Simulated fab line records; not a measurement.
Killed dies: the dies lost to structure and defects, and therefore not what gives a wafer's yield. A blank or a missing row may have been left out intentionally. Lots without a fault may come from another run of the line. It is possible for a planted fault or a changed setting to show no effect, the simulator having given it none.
fab line records | flow sfqLine
record: lots: 5 wafers: 15 lastDay: 92
route steps=325 shown INCOMING@1 L0@3 L0V@16 M0@28 M8@325
lots untouched by any fault: they come from a run of this same line in which no faults occurred
startH: start of the lot's first displayed wafer, in hours after the record's first day | waitH: hours since the lot's step before | " unchanged from the row above | L1.1+2: a row that stands for several wafers | - either no value or no given start | * or withheld: withheld | < > ~ a bound
route shown NAME@n: a module of which the file shows steps, and the number in the route of the first | usual: mean/standard deviation of fault-free wafers | same: alike in all rows | chamber/n: place in a boat | sites: readings site by site | _std_site: how widely they spread, as a standard deviation | _edge_site: outer sites' mean less inner sites' | radiusMm: how far each site lies from the wafer's centre | mask NAME#n: copy n | behind: the most recent tool/chamber to have shaped the wafer | hold: why the lot went on hold/how many hours it stayed there/how the hold came to an end | device: names the non-switching transistor (n, p or np) | end of line: tests run on the same wafers once the route is complete | step lacking rows: just its recipe | killed: not the wafer's yield, but the dies lost to structure and defects at the first sort | map: the dies of a wafer, with x for killed, . for not killed, _ for no die there
set.NAME: the setting the step ran with; set.NAME@STEP: the setting that earlier step ran with | model.NAME: the simulator's own value behind a step, which no gauge read
lots at some steps of the route; a table a step, a row a wafer
services: the hour from which a tool's chamber was out of use, counted from the record's first day as startH (under 0 if before that day), plus the number of hours and why
== steps ==
step: SFQ_INCOMING_BOW_MEAS_900
recipe: mode: bow
usual: INCOMING_BOW: -1/6.8
columns lot.wafer tool chamber startH waitH INCOMING_BOW[um]
L640.1 filmMetro-01 - 20.00 - -8
L640.4 " - " " 6
L640.5 " - " " 6
L646.2 filmMetro-03 - 50.02 - -11
L646.3 " - " " -4
L646.6 " - " " -10
L647.1 filmMetro-04 - 55.00 - -5
L647.5 " - " " 1
L647.6 " - " " -9
L653.1 filmMetro-04 - 85.00 - 8
L653.4 " - " " 1
L653.6 " - " " 1
L658.1 filmMetro-03 - 110.00 - -3
L658.3 " - " " 2
L658.6 " - " " 15
step: SFQ_TRILAYER_INCOMING_OXIDATION_002
recipe: tempC: 1000 ambient: H2O targetThkA: 5000 pH2oTorr: 720 oxTimeS: 4939
step: SFQ_TRILAYER_L0_DEP_SPUTTER_003
recipe: material: MoNx_KI basePressurePa: 1.33e-06 targetThkNm: 40 powerW: 800 timeS: 100 chamberPressurePa: 0.4
usual: chamberPressurePa: 0.4001/0.00083 throttleValvePct: 29.9/0.78
columns lot.wafer tool chamber startH waitH chamberPressurePa throttleValvePct model.MoNx_KI_of_TRILAYER_L0_DEP_SPUTTER_003.thkNm
L640.1 pvdSputter-05 - 22.49 0.0 0.4004 29.9 39.85
L640.4 " - " " 0.4012 30.5 40.07
L640.5 " - " " 0.3993 30.2 39.88
L646.2 pvdSputter-05 - 52.49 0.0 0.4006 31.1 40
L646.3 " - " " 0.3988 30.5 16.12
L646.6 " - " " 0.4009 30.3 39.91
L647.1 pvdSputter-03 - 57.49 0.0 0.3997 29.4 40.18
L647.5 " - " " 0.4005 28.4 39.74
L647.6 " - " " 0.4002 30.1 40.52
L653.1 pvdSputter-03 - 87.49 0.0 0.4000 30.0 39.62
L653.4 " - " " 0.4004 29.5 39.91
L653.6 " - " " 0.4027 28.2 39.54
L658.1 pvdSputter-03 - 112.49 0.0 0.3995 29.9 41.02
L658.3 " - " " 0.4010 30.1 40.96
L658.6 " - " " 0.4002 29.9 40.88
step: SFQ_L0_RS_MEAS_901
recipe: thkMeasGauge: four-point-probe reads: MoNx_KI_of_TRILAYER_L0_DEP_SPUTTER_003
usual: L0_MONX_KI_RS: 43.6/0.43
columns lot.wafer tool chamber startH waitH L0_MONX_KI_RS[ohm/sq]
L640.1 filmMetro-01 - 22.56 0.0 43.6
L640.4 " - " " 43.3
L640.5 " - " " 43.7
L646.2 filmMetro-02 - 52.58 0.1 43.5
L646.3 " - " " 108.0
L646.6 " - " " 43.6
L647.1 filmMetro-01 - 57.56 0.0 43.4
L647.5 " - " " 43.7
L647.6 " - " " 42.9
L653.1 filmMetro-04 - 87.56 0.0 43.9
L653.4 " - " " 43.5
L653.6 " - " " 44.0
L658.1 filmMetro-04 - 112.56 0.0 42.5
L658.3 " - " " 42.5
L658.6 " - " " 42.6
step: SFQ_L0_THK_MEAS_902
recipe: thkMeasGauge: xrf reads: MoNx_KI_of_TRILAYER_L0_DEP_SPUTTER_003
usual: L0_MONX_KI_THK: 39.7/0.44
columns lot.wafer tool chamber startH waitH L0_MONX_KI_THK[nm]
L640.1 filmMetro-01 - 22.68 0.1 39.7
L640.4 " - " " 39.8
L640.5 " - " " 39.2
L646.2 filmMetro-02 - 52.69 0.1 39.6
L646.3 " - " " 16.1
L646.6 " - " " 39.5
L647.1 filmMetro-01 - 57.68 0.1 40.1
L647.5 " - " " 39.7
L647.6 " - " " 40.5
L653.1 filmMetro-04 - 87.68 0.1 39.2
L653.4 " - " " 39.7
L653.6 " - " " 39.1
L658.1 filmMetro-04 - 112.68 0.1 40.8
L658.3 " - " " 40.4
L658.6 " - " " 40.4
step: SFQ_TRILAYER_L0_LITHO_COAT_010
recipe: resist: BARC spinRpm: 3000 resistThkNm: 62
step: SFQ_TRILAYER_L0_LITHO_COAT_005
recipe: resist: KrF spinRpm: 3000 resistThkNm: 600
step: SFQ_TRILAYER_L0_LITHO_SOFTBAKE_009
recipe: tempC: withheld timeS: withheld resist: KrF
step: SFQ_TRILAYER_L0_LITHO_EXPOSE_006
recipe: maskId: L0 na: 0.6 sourceShape: conventional sigmaOuter: 0.65 targetCdNm: 2000 doseMj: 14.4
step: SFQ_TRILAYER_L0_LITHO_PEB_008
recipe: pebTempC: 115 pebTimeS: 60 resist: KrF
step: SFQ_TRILAYER_L0_LITHO_DEVELOP_007
recipe: timeS: 60 resist: KrF
step: SFQ_TRILAYER_L0_BARC_OPEN_METAL_ETCH_010
recipe: maskMaterial: PR chemistry: O2 targetDepthNm: 125 target: BARC icpW: 600 biasW: 80 pressureMtorr: 10 timeS: 41.7
usual: drypumpMotorCurrentA: 5.9/0.33 oesProductAu: 0.685/0.0048
same: timeS: 41.7
columns lot.wafer tool chamber startH waitH drypumpMotorCurrentA oesProductAu rfHoursCounterH
L640.1 rieMetal-03 0 83.81 0.1 5.5 0.679 44
L640.4 " 0 " " 5.5 0.681 -
L640.5 " 0 " " 5.5 0.686 -
L646.2 rieMetal-04 1 113.38 0.1 6.2 0.687 61
L646.3 " 1 " " 6.2 0.690 -
L646.6 " 0 " " 5.7 0.691 -
L647.1 rieMetal-03 0 116.98 0.1 5.4 0.687 51
L647.5 " 0 " " 5.4 0.672 -
L647.6 " 1 " " 6.3 0.681 -
L653.1 rieMetal-01 0 156.66 0.1 5.8 0.687 2
L653.4 " 1 " " 5.9 0.687 -
L653.6 " 0 " " 5.7 0.688 -
L658.1 rieMetal-01 1 186.12 0.1 5.9 0.689 97
L658.3 " 1 " " 5.9 0.689 -
L658.6 " 1 " " 5.9 0.680 -
step: SFQ_TRILAYER_L0_ETCH_METAL_ETCH_008
recipe: target: MoNx_KI stopOn: SiO2 maskMaterial: PR chemistry: SF6/O2 targetDepthNm: 50 icpW: 600 biasW: 80 pressureMtorr: 10 timeS: 25
usual: drypumpMotorCurrentA: 5.8/0.33 oesProductAu: 0.872/0.0061
same: timeS: 25
columns lot.wafer tool chamber startH waitH drypumpMotorCurrentA oesProductAu rfHoursCounterH
L640.1 rieMetal-03 0 83.93 0.1 5.4 0.873 44
L640.4 " 0 " " 5.4 0.876 -
L640.5 " 0 " " 5.4 0.872 -
L646.2 rieMetal-04 1 113.44 0.0 6.2 0.871 61
L646.3 " 1 " " 6.2 0.576 -
L646.6 " 0 " " 5.7 0.877 -
L647.1 rieMetal-03 0 117.04 0.0 5.4 0.882 51
L647.5 " 0 " " 5.4 0.880 -
L647.6 " 1 " " 6.3 0.886 -
L653.1 rieMetal-01 0 156.72 0.0 5.7 0.864 2
L653.4 " 1 " " 5.9 0.872 -
L653.6 " 0 " " 5.7 0.867 -
L658.1 rieMetal-01 1 186.18 0.0 5.9 0.882 97
L658.3 " 1 " " 5.9 0.883 -
L658.6 " 1 " " 5.9 0.878 -
step: SFQ_TRILAYER_L0_STRIP_STRIP_009
recipe: gas: O2 powerW: 200 platenTempC: 40 overashFraction: 0.65 chemistry: O2 pressureMtorr: 50
usual: drypumpMotorCurrentA: 5.8/0.33 oesProductAu: 0.997/0.0082
columns lot.wafer tool chamber startH waitH drypumpMotorCurrentA oesProductAu rfHoursCounterH
L640.1 rieMetal-03 0 84.02 0.1 5.4 0.987 44
L640.4 " 0 " " 5.5 0.997 -
L640.5 " 0 " " 5.4 0.986 -
L646.2 rieMetal-04 1 113.48 0.0 6.2 0.998 61
L646.3 " 1 " " 6.3 1.005 -
L646.6 " 0 " " 5.7 0.983 -
L647.1 rieMetal-03 0 117.08 0.0 5.4 1.012 51
L647.5 " 0 " " 5.4 1.011 -
L647.6 " 1 " " 6.3 1.011 -
L653.1 rieMetal-01 0 156.77 0.0 5.7 0.999 2
L653.4 " 1 " " 5.9 1.000 -
L653.6 " 0 " " 5.7 1.005 -
L658.1 rieMetal-01 1 186.23 0.0 5.9 0.996 98
L658.3 " 1 " " 5.9 0.997 -
L658.6 " 1 " " 5.9 0.995 -
step: SFQ_TRILAYER_L0_STRIP_SOLV_CLEAN_010
recipe: chemistry: NMP tempC: 70 timeS: 600
step: SFQ_TRILAYER_L0_CAP_PECVD_011
recipe: material: SiO2 tempC: 150 timeS: 13.333 pressureTorr: 2.4 rfW: 183.3 precursor: SiH4/N2O targetThkNm: 60
usual: heaterPowerW: 88/11 throttleValvePct: 24.0/1.2
same: timeS: 13.333
columns lot.wafer tool chamber startH waitH heaterPowerW throttleValvePct
L640.1 pecvd-03 1 85.41 0.0 88 23.0
L640.4 " 2 " " 78 22.7
L640.5 " 0 " " 102 24.4
L646.2 pecvd-03 1 114.28 0.0 86 23.0
L646.3 " 0 " " 99 24.8
L646.6 " 0 " " 98 24.5
L647.1 pecvd-03 1 118.03 0.0 81 23.2
L647.5 " 2 " " 84 22.7
L647.6 " 1 " " 84 22.9
L653.1 pecvd-03 2 157.54 0.0 86 22.6
L653.4 " 1 " " 83 23.3
L653.6 " 2 " " 88 22.7
L658.1 pecvd-03 0 187.00 0.0 102 24.8
L658.3 " 2 " " 81 23.1
L658.6 " 2 " " 81 22.9
step: SFQ_TRILAYER_L0_VIA_LITHO_COAT_018
recipe: resist: BARC spinRpm: 3000 resistThkNm: 62
step: SFQ_TRILAYER_L0_VIA_LITHO_COAT_013
recipe: resist: KrF spinRpm: 3000 resistThkNm: 650
step: SFQ_TRILAYER_L0_VIA_LITHO_SOFTBAKE_017
recipe: tempC: withheld timeS: withheld resist: KrF
step: SFQ_TRILAYER_L0_VIA_LITHO_EXPOSE_014
recipe: maskId: L0V na: 0.6 sourceShape: conventional sigmaOuter: 0.65 targetCdNm: 700 doseMj: 21.3
step: SFQ_TRILAYER_L0_VIA_LITHO_PEB_016
recipe: pebTempC: 115 pebTimeS: 60 resist: KrF
step: SFQ_TRILAYER_L0_VIA_LITHO_DEVELOP_015
recipe: timeS: 60 resist: KrF
step: SFQ_L0V_OVL_MEAS_903
usual: L0V_OVL: 0/5.8
columns lot.wafer tool chamber startH waitH L0V_OVL[nm]
L640.1 overlay-02 - 153.06 0.1 12
L640.4 " - " " 9
L640.5 " - " " 10
L646.2 overlay-02 - 187.33 0.1 -13
L646.3 " - " " -7
L646.6 " - " " -12
L647.1 overlay-02 - 192.12 0.1 1
L647.5 " - " " -5
L647.6 " - " " -1
L653.1 overlay-01 - 239.06 0.1 8
L653.4 " - " " 3
L653.6 " - " " 9
L658.1 overlay-01 - 281.90 0.1 -3
L658.3 " - " " -10
L658.6 " - " " -5
step: SFQ_TRILAYER_L0_VIA_BARC_OPEN_VIA_ETCH_021
recipe: maskMaterial: PR chemistry: O2 targetDepthNm: 125 target: BARC sourceW: 500 biasW: 80 pressureMtorr: 30 timeS: 41.7
usual: drypumpMotorCurrentA: 5.8/0.4 oesProductAu: 0.685/0.0046
same: timeS: 41.7
columns lot.wafer tool chamber startH waitH drypumpMotorCurrentA oesProductAu rfHoursCounterH
L640.1 rieDiel-02 3 153.10 0.0 6.1 0.676 97
L640.4 " 0 " " 6.3 0.692 95
L640.5 " 3 " " 6.2 0.690 -
L646.2 rieDiel-04 3 187.36 0.0 6.4 0.685 99
L646.3 " 1 " " 5.7 0.681 7
L646.6 " 2 " " 5.3 0.687 -
L647.1 rieDiel-02 2 192.16 0.0 5.6 0.685 42
L647.5 " 0 " " 6.2 0.683 -
L647.6 " 3 " " 6.1 0.684 -
L653.1 rieDiel-04 2 239.10 0.0 5.3 0.691 7
L653.4 " 3 " " 6.4 0.692 100
L653.6 " 1 " " 5.7 0.682 -
L658.1 rieDiel-03 3 281.93 0.0 4.9 0.683 2
L658.3 " 0 " " 5.7 0.685 64
L658.6 " 3 " " 4.9 0.684 -
step: SFQ_TRILAYER_L0_VIA_ETCH_VIA_ETCH_016
recipe: target: SiO2 stopOn: MoNx_KI maskMaterial: PR chemistry: CHF3 targetDepthNm: 80 sourceW: 500 biasW: 80 pressureMtorr: 30 timeS: withheld
usual: drypumpMotorCurrentA: 5.8/0.4 oesProductAu: 0.844/0.0072
columns lot.wafer tool chamber startH waitH drypumpMotorCurrentA oesProductAu
L640.1 rieDiel-02 3 153.14 0.0 6.2 0.852
L640.4 " 0 " " 6.2 0.852
L640.5 " 3 " " 6.1 0.853
L646.2 rieDiel-04 3 187.40 0.0 6.4 0.841
L646.3 " 1 " " 5.7 0.844
L646.6 " 2 " " 5.3 0.838
L647.1 rieDiel-02 2 192.20 0.0 5.6 0.836
L647.5 " 0 " " 6.2 0.849
L647.6 " 3 " " 6.1 0.846
L653.1 rieDiel-04 2 239.14 0.0 5.4 0.845
L653.4 " 3 " " 6.3 0.865
L653.6 " 1 " " 5.7 0.852
L658.1 rieDiel-03 3 281.97 0.0 4.9 0.846
L658.3 " 0 " " 5.7 0.844
L658.6 " 3 " " 4.9 0.854
step: SFQ_TRILAYER_L0_VIA_STRIP_STRIP_017
recipe: gas: O2 powerW: 200 platenTempC: 40 overashFraction: 0.65 chemistry: O2 pressureMtorr: 50
step: SFQ_TRILAYER_L0_VIA_STRIP_SOLV_CLEAN_018
recipe: chemistry: NMP tempC: 70 timeS: 600
step: SFQ_TRILAYER_M0_DEP_PRE_CLEAN_020
recipe: gas: Ar timeS: 15 biasV: 250
step: SFQ_TRILAYER_M0_DEP_SPUTTER_019
recipe: material: Nb basePressurePa: 1.33e-06 chamberPressurePa: 0.1333 substrateTempC: 20 resputterCathodeVoltageV: 400 targetThkNm: 200 powerW: 2000 timeS: 133.3
step: SFQ_M0_RS_MEAS_904
recipe: thkMeasGauge: four-point-probe reads: Nb_of_TRILAYER_M0_DEP_SPUTTER_019
usual: M0_NB_RS: 0.891/0.008
columns lot.wafer tool chamber startH waitH M0_NB_RS[ohm/sq]
L640.1 filmMetro-03 - 154.45 0.0 0.891
L640.4 " - " " 0.904
L640.5 " - " " 0.897
L646.2 filmMetro-01 - 188.35 0.1 0.893
L646.3 " - " " 0.901
L646.6 " - " " 0.893
L647.1 filmMetro-01 - 193.13 0.0 0.884
L647.5 " - " " 0.888
L647.6 " - " " 0.893
L653.1 filmMetro-02 - 240.07 0.0 0.897
L653.4 " - " " 0.899
L653.6 " - " " 0.903
L658.1 filmMetro-03 - 282.93 0.0 0.892
L658.3 " - " " 0.895
L658.6 " - " " 0.890
step: SFQ_TRILAYER_M0_LITHO_COAT_026
recipe: resist: BARC spinRpm: 3000 resistThkNm: 62
step: SFQ_M8_BOW_MEAS_951
recipe: mode: bow
usual: M8_BOW: 8/12
columns lot.wafer tool chamber startH waitH M8_BOW[um] model.etest.l0.ohmSq model.etest.l0v.linkOhm model.etest.l0.ohmUm
L640.1 filmMetro-02 - 2091.83 0.0 8 43.69 44.61 21.86
L640.4 " - " " 22 43.45 44.38 21.74
L640.5 " - " " 23 43.65 44.58 21.83
L646.2 filmMetro-04 - 2136.49 0.0 -6 43.52 44.44 21.78
L646.3 " - " " 0 108 108.9 54.06
L646.6 " - " " -7 43.63 44.55 21.83
L647.1 filmMetro-03 - 2140.19 0.0 -1 43.33 44.24 21.66
L647.5 " - " " 7 43.81 44.73 21.9
L647.6 " - " " -5 42.97 43.89 21.49
L653.1 filmMetro-02 - 2165.41 0.0 -3 43.94 44.87 21.99
L653.4 " - " " -11 43.62 44.55 21.84
L653.6 " - " " -10 44.03 44.97 22.04
L658.1 filmMetro-02 - 2211.79 0.0 9 42.44 43.36 21.2
L658.3 " - " " 16 42.51 43.43 21.23
L658.6 " - " " 28 42.59 43.5 21.27
== services ==
columns tool chamber startH hours kind
rieDiel-02 3 18.76 2.5 repair
pvdSputter-03 - 24.66 4.0 repair
rieDiel-04 0 30.64 12.5 repair
rieDiel-03 3 40.40 2.0 repair
rieDiel-03 3 43.21 2.6 repair
rieMetal-04 - 56.64 0.1 repair
rieMetal-03 0 60.37 10.2 repair
pecvd-03 1 64.86 2.7 repair
pvdSputter-03 - 76.66 1.1 repair
rieMetal-03 1 77.34 - clean
rieMetal-01 0 87.77 11.0 repair
rieDiel-03 0 131.22 6.4 repair
rieDiel-02 1 141.00 9.1 repair
rieDiel-04 0 145.51 11.0 repair
pecvd-03 0 150.19 3.8 repair
rieMetal-03 - 162.70 1.4 pm
rieMetal-04 - 165.69 2.8 pm
rieDiel-04 - 201.55 4.3 pm
rieDiel-04 0 236.49 2.2 repair
rieDiel-04 3 239.77 9.3 repair
rieMetal-03 1 247.40 6.9 repair
pvdSputter-03 - 247.56 0.8 repair
rieDiel-04 - 259.37 1.1 repair
pecvd-03 - 265.54 14.6 pm
== key ==
firstSign: step: SFQ_L0_RS_MEAS_901 reading: L0_MONX_KI_RS direction: up sigmas: 99+ usual: 43.6 struck: 108.0
effect: step: SFQ_L0_THK_MEAS_902 reading: L0_MONX_KI_THK direction: down sigmas: 53 usual: 39.7 struck: 16.1
effect: step: SFQ_TRILAYER_L0_ETCH_METAL_ETCH_008 reading: oesProductAu direction: down sigmas: 48 usual: 0.872 struck: 0.576
modelEffect: step: SFQ_TRILAYER_L0_DEP_SPUTTER_003 value: MoNx_KI_of_TRILAYER_L0_DEP_SPUTTER_003.thkNm without: 40.27 struck: 16.12
modelEffect: step: SFQ_M8_BOW_MEAS_951 value: etest.l0.ohmSq without: 43.23 struck: 108
metAt SFQ_TRILAYER_L0_DEP_SPUTTER_003
struckWafers L646.3
onsetBetween 22.49 52.49
fault: kind: processParameterDrift tool: pvdSputter-05 chamber: - onsetH: 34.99 steps: SFQ_TRILAYER_L0_DEP_SPUTTER_003 channel: targetThkNm offset: -24.15 shape: step endH: 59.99 scope: struckWafersOnly actsIn: theseRecipesOnly stated: 40
